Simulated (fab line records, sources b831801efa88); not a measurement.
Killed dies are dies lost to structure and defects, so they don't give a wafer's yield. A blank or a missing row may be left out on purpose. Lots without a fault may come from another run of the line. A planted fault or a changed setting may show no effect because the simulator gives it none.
fab line records | flow sky130
record lots=4 wafers=12 last_day=48
route steps=708 shown GATE_OXIDE@191 POLY_GATE@204 RES_PROTECT@206 PAD_OPEN@708
lots that met no fault: from a run of the same line without faults
start_h: hours from the record's first day to the start of the lot's first wafer shown | wait_h: hours since the lot's step before | " the same as in the row above | L1.1+2: a row that stands for several wafers | - no value, or no start given | * or withheld: withheld | < > ~ a bound
route shown NAME@n: a module of which the file shows steps, and the number in the route of the first | usual: mean/standard deviation of fault-free wafers | same: alike in all rows | chamber/n: place in a boat | sites: the reading at each site | _std_site: their standard deviation | _edge_site: outer sites' mean less inner sites' | radius_mm: how far each site lies from the wafer's centre | mask NAME#n: copy n | behind: the tool/chamber that last shaped the wafer | hold: why the lot was held/for how many hours/how that ended | device: the transistor (n, p or np) that didn't switch | end of line: the same wafers' tests at the end of the route | a step without rows: its recipe alone | killed: dies lost to structure and defects at the first sort, not the wafer's yield | map: a wafer's dies, x killed, . not, _ none there
set.NAME: the setting as run; set.NAME@STEP: as run at that earlier step | model.NAME: the simulator's own value behind a step, which no gauge read
lots at some steps of the route; a table a step, a row a wafer
services: from which hour (start_h, from the record's first day; less than 0 if before it) a tool's chamber was out of use, for how many hours, and why
## steps
# step SKY_GATE_OXIDE_HMDS_04
# recipe prime_time_s=60 prime_temp_c=120
# step SKY_GATE_OXIDE_COAT_05
# recipe resist=NOVOLAK spin_rpm=3000 resist_thk_nm=1140
# step SKY_GATE_OXIDE_SOFTBAKE_06
# recipe temp_c=90 time_s=60 resist=NOVOLAK
# step SKY_GATE_OXIDE_EXPOSE_07
# recipe mask_id=LVOM na=0.6 source_shape=conventional sigma_outer=0.6 polarization=unpolarized target_cd_nm=600 dose_mj=170
# step SKY_GATE_OXIDE_PEB_08
# recipe temp_c=withheld time_s=* resist=NOVOLAK
# step SKY_GATE_OXIDE_DEVELOP_09
# recipe resist=NOVOLAK developer=TMAH develop_time_s=60 dev_temp_c=23
# step SKY_GATE_OXIDE_IMPLANT_11
# recipe species=B energy_kev=10 dose_cm2=2.6e+12 tilt_deg=withheld
# step SKY_GATE_OXIDE_WET_ETCH_12
# recipe chemistry=dHF target_depth_nm=16.8 dry=n2_spin target=SiO2 dilution=100:1 temp_c=25 time_s=336
# step SKY_GATE_OXIDE_STRIP_13
# recipe chemistry=O2/N2 power_w=1400 pressure_mtorr=1500 platen_temp_c=withheld o2_flow_sccm=3000 n2_flow_sccm=300 overash_fraction=0.5
# step SKY_GATE_OXIDE_CLEAN_15
# recipe chemistry=SC1/SC2 mix=1:4:20 temp_c=70 time_s=150 dry=n2_spin
# step SKY_GATE_OXIDE_OXIDATION_16
# recipe temp_c=800 ambient=O2 idle_temp_c=700 ramp_up_c_per_min=10 ramp_down_c_per_min=3 stabilise_s=600 purge_s=300 target_thk_a=35.7 ox_time_s=1915
# usual spike_tc_centre_C=800.6/1
# same purge_s=300
# columns lot.wafer tool chamber start_h wait_h spike_tc_centre_C model.SiO2_of_GATE_OXIDE_OXIDATION_01.thk_nm
L568.1 furnace-01 0 347.63 1.3 800.3 11.7
L568.3 " 0 " " 799.4 11.71
L568.6 " 0 " " 801.7 11.86
L570.1 furnace-01 0 353.21 0.3 802.1 13.33
L570.2 " 0 " " 800.4 13.12
L570.3 " 0 " " 799.9 13.13
L569.1 furnace-01 0 354.74 1.4 799.9 13.13
L569.5 " 0 " " 799.2 13
L569.6 " 0 " " 800.6 12.91
L579.3 furnace-02 0 430.58 1.0 800.4 11.3
L579.4 " 0 " " 802.4 11.35
L579.5 " 0 " " 800.1 11.28
# step SKY_POLY_GATE_CVD_00
# recipe material=poly-Si target_thk_nm=180 temp_c=620 time_s=720 pressure_mtorr=200
# step SKY_RES_PROTECT_DEHYDRATE_00
# recipe temp_c=200 time_s=60
# step SKY_RES_PROTECT_HMDS_01
# recipe prime_time_s=60 prime_temp_c=120
# step SKY_RES_PROTECT_COAT_02
# recipe resist=NOVOLAK spin_rpm=3000 resist_thk_nm=1140
# step SKY_RES_PROTECT_SOFTBAKE_03
# recipe temp_c=90 time_s=60 resist=NOVOLAK
# step SKY_RES_PROTECT_EXPOSE_04
# recipe mask_id=RPM na=0.6 source_shape=conventional sigma_outer=0.6 polarization=unpolarized target_cd_nm=1270 dose_mj=131
# step SKY_RES_PROTECT_PEB_05
# recipe temp_c=withheld time_s=* resist=NOVOLAK
# step SKY_RES_PROTECT_DEVELOP_06
# recipe resist=NOVOLAK developer=TMAH develop_time_s=60 dev_temp_c=23
# step SKY_POLY_GATE_IMPLANT_02
# recipe species=P energy_kev=30 dose_cm2=7.7e+15 tilt_deg=0
# step SKY_RES_PROTECT_STRIP_07
# recipe chemistry=O2/N2 power_w=1400 pressure_mtorr=1500 platen_temp_c=withheld o2_flow_sccm=3000 n2_flow_sccm=300 overash_fraction=0.5
# step SKY_RES_PROTECT_CLEAN_09
# recipe chemistry=SC1/SC2 mix=1:4:20 temp_c=70 time_s=150 dry=n2_spin
# step SKY_POLY_GATE_CVD_03
# recipe material=Si3N4 precursor=DCS/NH3 target_thk_nm=75 temp_c=770 time_s=1290 pressure_mtorr=250
# step SKY_POLY_GATE_DEHYDRATE_05
# recipe temp_c=200 time_s=60
# step SKY_POLY_GATE_HMDS_06
# recipe prime_time_s=60 prime_temp_c=120
# step SKY_POLY_GATE_COAT_07
# recipe resist=BARC temp_c=withheld time_s=withheld spin_rpm=3000 resist_thk_nm=110
# step SKY_POLY_GATE_COAT_08
# recipe resist=KrF-thick spin_rpm=3000 resist_thk_nm=450
# step SKY_POLY_GATE_SOFTBAKE_09
# recipe temp_c=100 time_s=90 resist=KrF-thick
# step SKY_POLY_GATE_EXPOSE_10
# recipe mask_id=P1M na=0.68 source_shape=conventional sigma_outer=0.6 target_cd_nm=150 dose_mj=28
# step SKY_POLY_GATE_PEB_11
# recipe peb_temp_c=withheld peb_time_s=withheld resist=KrF-thick
# step SKY_POLY_GATE_DEVELOP_12
# recipe develop_time_s=60 resist=KrF-thick dev_temp_c=21
# step SKY_POLY_GATE_ETCH_15
# recipe chemistry=N2/H2 target=BARC ion_energy_ev=200 source_w=500 bias_w=100 pressure_mtorr=30 n2_flow_sccm=100 h2_flow_sccm=200 stop_on=SiO2 time_s=118.5 target_depth_a=1100
# step SKY_POLY_GATE_ETCH_16
# recipe stop_on=poly-Si chemistry=CH3F/O2 target=Si3N4 source_w=400 bias_w=80 pressure_mtorr=25 ch3f_flow_sccm=40 O2_flow_sccm=30 time_s=147.5 target_depth_a=750
# step SKY_POLY_GATE_ETCH_17
# recipe target_depth_nm=180 stop_on=SiO2 over_etch_frac=0.56667 chemistry=HBr/Cl2 target=poly-Si icp_w=400 bias_w=100 pressure_mtorr=10 HBr_flow_sccm=150 Cl2_flow_sccm=50 time_s=70.5
# step SKY_POLY_GATE_STRIP_18
# recipe chemistry=O2/N2 power_w=1400 pressure_mtorr=1500 platen_temp_c=withheld o2_flow_sccm=3000 n2_flow_sccm=300 overash_fraction=0.5
# step SKY_PAD_OPEN_PROBE_99
# usual killed_at_M0_to_M3=43/6.9 killed_at_M4_up=3.1/1.8 killed_at_contacts=24/5.1 killed_at_front_end=15/4.8 killed_at_other=0.3/0.48 killed_dies=86/8.9 killed_open=47/6.8 killed_short=39/6.3
# same gross_dies=492 killed_at_back_side=0
# columns lot.wafer tool chamber start_h wait_h hold killed_at_M0_to_M3 killed_at_M4_up killed_at_contacts killed_at_front_end killed_at_other killed_dies killed_open killed_short model.etest.nfet_16v.r_on_ohm_um model.etest.pfet_01v8.r_on_ohm_um model.etest.pfet_16v.r_on_ohm_um model.etest.tip_sonos.rs_ohm_sq model.etest.pfet_g5v0d10v5.r_on_ohm_um model.etest.nfet_01v8.r_on_ohm_um model.etest.tip_p.rs_ohm_sq model.etest.nfet_01v8_lvt.drive_ua_um
L568.1 prober-01 - 1103.09 0.1 - 38 1 23 20 0 82 53 29 1.408e+04 2956 1.538e+04 2665 4862 860.6 6956 554.8
L568.3 prober-01 - 1103.19 0.2 - 39 4 21 11 0 75 36 39 1.409e+04 2991 1.543e+04 2635 4854 846.3 6993 565
L568.6 prober-01 - 1103.34 0.2 - 37 4 17 21 0 79 44 35 1.408e+04 3031 1.537e+04 2671 4950 870.2 6965 548.7
L570.1 prober-02 - 1108.07 0.1 await_dispo/5.3h/scrap 40 5 23 11 2 81 35 46 1.489e+04 3493 1.581e+04 2973 5198 1120 7126 398.8
L570.2 prober-02 - 1108.12 0.1 await_dispo/5.3h/scrap 41 6 22 14 0 83 44 39 1.506e+04 3429 1.625e+04 2870 5185 1117 7091 399.1
L570.3 prober-02 - 1108.17 0.2 await_dispo/5.3h/scrap 46 3 18 10 0 77 39 38 1.482e+04 3428 1.568e+04 2942 5169 1122 7059 403.1
L569.1 prober-01 - 1114.70 0.1 await_dispo/0.8h/scrap 43 1 26 16 1 87 53 33 1.491e+04 3473 1.603e+04 3141 5152 1177 7078 379.2
L569.5 prober-01 - 1114.90 0.2 await_dispo/0.8h/scrap 51 0 18 17 1 87 53 33 1.474e+04 3439 1.598e+04 3109 5084 1177 7066 372.7
L569.6 prober-01 - 1114.95 0.2 await_dispo/0.8h/scrap 51 3 14 14 0 82 40 42 1.465e+04 3419 1.597e+04 3075 5065 1199 7068 374.2
L579.3 prober-01 - 1163.85 0.2 - 48 4 20 10 0 82 41 41 1.408e+04 2830 1.518e+04 2630 4678 837.4 6798 577.2
L579.4 prober-01 - 1163.90 0.2 - 40 5 32 14 0 91 57 33 1.4e+04 2859 1.531e+04 2604 4688 848.1 6738 574.2
L579.5 prober-01 - 1163.95 0.2 - 32 1 25 27 0 85 51 33 1.41e+04 2799 1.507e+04 2593 4640 827.3 6712 579.2
# killed by level:class
L568.1 CONTACT:geometric_particle:open=12 VIA1:geometric_particle:open=12 POLY_GATE:geometric_particle:short=7 VIA3:geometric_particle:open=7 POLY_GATE:geometric_particle:open=4 LI_CONTACT:geometric_particle:open=4 METAL1:geometric_particle:short=4 FIELD_ISO:geometric_particle:open=3
L568.3 VIA1:geometric_particle:open=9 LOCAL_INTERCONNECT:geometric_particle:short=7 LI_CONTACT:geometric_particle:open=7 METAL2:geometric_particle:short=7 METAL3:geometric_particle:short=6 CONTACT:geometric_particle:open=5 METAL1:geometric_particle:short=4 FIELD_ISO:geometric_particle:open=3
L568.6 LI_CONTACT:geometric_particle:open=9 VIA1:geometric_particle:open=6 METAL2:geometric_particle:short=6 VIA3:geometric_particle:open=6 METAL3:geometric_particle:short=5 VIA2:geometric_particle:open=5 FIELD_ISO:geometric_particle:short=4 METAL4:geometric_particle:short=4
L570.1 CONTACT:geometric_particle:open=8 METAL2:geometric_particle:short=7 VIA1:geometric_particle:open=7 METAL1:geometric_particle:short=6 VIA2:geometric_particle:open=6 METAL4:geometric_particle:short=5 LI_CONTACT:geometric_particle:open=5 FIELD_ISO:geometric_particle:short=4
L570.2 VIA1:geometric_particle:open=10 CONTACT:geometric_particle:open=6 METAL2:geometric_particle:short=6 VIA2:geometric_particle:open=6 FIELD_ISO:geometric_particle:open=5 LI_CONTACT:geometric_particle:short=5 LI_CONTACT:geometric_particle:open=5 LOCAL_INTERCONNECT:geometric_particle:short=4
L570.3 VIA1:geometric_particle:open=11 METAL1:geometric_particle:short=7 VIA1:geometric_particle:short=6 CONTACT:geometric_particle:open=5 FIELD_ISO:geometric_particle:open=5 LI_CONTACT:geometric_particle:open=5 CONTACT:geometric_particle:short=5 VIA3:geometric_particle:short=4
L569.1 CONTACT:geometric_particle:open=13 METAL2:geometric_particle:short=11 VIA1:geometric_particle:open=9 LI_CONTACT:geometric_particle:open=6 VIA2:geometric_particle:open=6 VIA3:geometric_particle:open=6 POLY_GATE:geometric_particle:short=4 POLY_GATE:geometric_particle:open=4
L569.5 VIA1:geometric_particle:open=10 METAL1:geometric_particle:short=8 VIA3:geometric_particle:open=8 LI_CONTACT:geometric_particle:open=7 VIA2:geometric_particle:open=7 CONTACT:geometric_particle:open=6 FIELD_ISO:geometric_particle:short=5 METAL2:geometric_particle:short=5
L569.6 VIA1:geometric_particle:open=7 CONTACT:geometric_particle:open=7 METAL1:geometric_particle:short=7 VIA1:geometric_particle:short=6 METAL2:geometric_particle:short=6 VIA2:geometric_particle:open=5 VIA3:geometric_particle:open=5 POLY_GATE:geometric_particle:short=4
L579.3 METAL2:geometric_particle:short=12 VIA3:geometric_particle:open=9 VIA1:geometric_particle:open=8 CONTACT:geometric_particle:open=6 LI_CONTACT:geometric_particle:open=6 CONTACT:geometric_particle:short=5 VIA1:geometric_particle:short=5 FIELD_ISO:geometric_particle:open=4
L579.4 CONTACT:geometric_particle:open=17 VIA3:geometric_particle:open=7 LI_CONTACT:geometric_particle:open=7 VIA1:geometric_particle:open=6 METAL2:geometric_particle:short=6 FIELD_ISO:geometric_particle:short=4 FIELD_ISO:geometric_particle:open=4 VIA2:geometric_particle:open=4
L579.5 FIELD_ISO:geometric_particle:short=11 CONTACT:geometric_particle:open=11 VIA2:geometric_particle:open=7 VIA1:geometric_particle:open=6 VIA3:geometric_particle:open=6 POLY_GATE:geometric_particle:open=5 CONTACT:geometric_particle:short=5 LI_CONTACT:geometric_particle:open=5
# map L569.1 (x killed, . not)
__________...x......_________
________.xx..x..x..xx._______
______..x.......xx......_____
_____xx....x.............____
____.....x.x.x.x...x......___
___...x...x..............x.__
__.......x..x....x..xx...x.._
_.x..x........x.x..x......xx.
_....xx..............x....x.x
_......x.....................
_...x.xx..........x.......x..
_...x..x..x.x.x.......x.x....
_.x.............x.......xx...
_...x.xx......x..x.......x...
_xx....x..............x......
__.....x...x....xxx.xx..xx.._
___.................xx.x...__
____...x.............x...x___
_____................xx..____
______.......x.........x_____
________x............._______
__________..x......._________
# map L570.2 (x killed, . not)
__________....x....x_________
________x...........x._______
______.x.....x....x....._____
_____..x......x..........____
____...x..x..x......x.....___
___..xx.x.......xx...x.....__
__........x...x...........x._
_....x......x................
_.......................x...x
_...xx.......................
_.....x.......x...x...x..x.x.
_...x.xx....x.....xx...x.....
_......xx...xx.xx.x...x......
_....x...x..x...x.....x.x....
_.x...x.....x...x....x.......
__x.....x..x...x........x..._
___......xx.x..........x.x.__
____x....x............xx..___
_____x...........x.x.....____
______x..............x.._____
________.......xx.x..._______
__________..x......._________
## services
# columns tool chamber start_h hours kind
furnace-02 - 329.23 4.5 pm
furnace-01 - 334.08 3.9 pm
furnace-01 - 377.87 3.5 pm
## key
first_sign step=SKY_PAD_OPEN_PROBE_99 reading=hold direction=added
effect none on later readings
model_effect step=SKY_GATE_OXIDE_OXIDATION_16 value=SiO2_of_GATE_OXIDE_OXIDATION_01.thk_nm without=11.68 struck=13.1
model_effect step=SKY_PAD_OPEN_PROBE_99 value=etest.nfet_16v.r_on_ohm_um without=1.41e+04 struck=1.484e+04
met_at SKY_GATE_OXIDE_OXIDATION_16
struck_wafers L569.1,L569.5,L569.6,L570.1,L570.2,L570.3
tester_left_out L569,L570
fault kind=process_parameter_drift tool=furnace-01 chamber=- onset_h=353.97 steps=SKY_GATE_OXIDE_OXIDATION_16 channel=ox_time_s offset=* shape=step end_h=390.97 acts_in=* stated=*
# tester_left_out: of these lots the tester's yield and bins aren't shown, on N5 and GAA mostly nor the transistor test; their killed dies are dies lost to structure and defects alone, not to doping, threshold or leakage, so they don't give the yield
